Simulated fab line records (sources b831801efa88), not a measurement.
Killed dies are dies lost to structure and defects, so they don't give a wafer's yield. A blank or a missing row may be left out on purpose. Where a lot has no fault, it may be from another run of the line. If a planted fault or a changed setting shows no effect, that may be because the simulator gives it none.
Which tool is to blame?    flow gf180mcu    route of 602 steps, sampled at 1 step: 6 lots, 18 wafers

== WHAT THE GAUGES READ, wafer by wafer ==
GF_NSD_OVL_MEAS_08.
lot   measured      on          NSD_OVL (nm)
L220  day 14 15:33  overlay-02  0.3 1.5 2.2
L226  day 16 14:54  overlay-02  2.5 1.4 0.9
L232  day 18 16:47  overlay-02  2.1 0.9 4.1
L236  day 20 02:11  overlay-01  -0.4 0.8 1.2
L239  day 21 01:44  overlay-01  -1.2 -2.1 -5.0
L241  day 21 21:24  overlay-01  -1.4 -1.4 -0.2

== WHICH TOOL RAN EACH LOT (tool, then ch and the chambers of the sampled wafers, then the start) ==
The record shows no process step preceding these readings.

== THE ANSWER, worked out from the rows above alone ==
Rule: the lots themselves supply what counts as usual. The widest of any qualifying gaps counts: lots, ordered by their means at a reading, are off when they make up no more than a third of the lots, leave a main group of 4 or more, and stand apart from it by 3 or more times the standard deviation of that group's means. Not used: any main group whose means are identical at the precision the tables above print for the reading. Also off: a lot with no number at a reading for which 4 or more lots have one. Any other lot the step has rows for is counted as sound.
Nothing can be told from this: no lot is off at any reading shown.

== WHAT THE SIMULATOR HAD INSERTED ==
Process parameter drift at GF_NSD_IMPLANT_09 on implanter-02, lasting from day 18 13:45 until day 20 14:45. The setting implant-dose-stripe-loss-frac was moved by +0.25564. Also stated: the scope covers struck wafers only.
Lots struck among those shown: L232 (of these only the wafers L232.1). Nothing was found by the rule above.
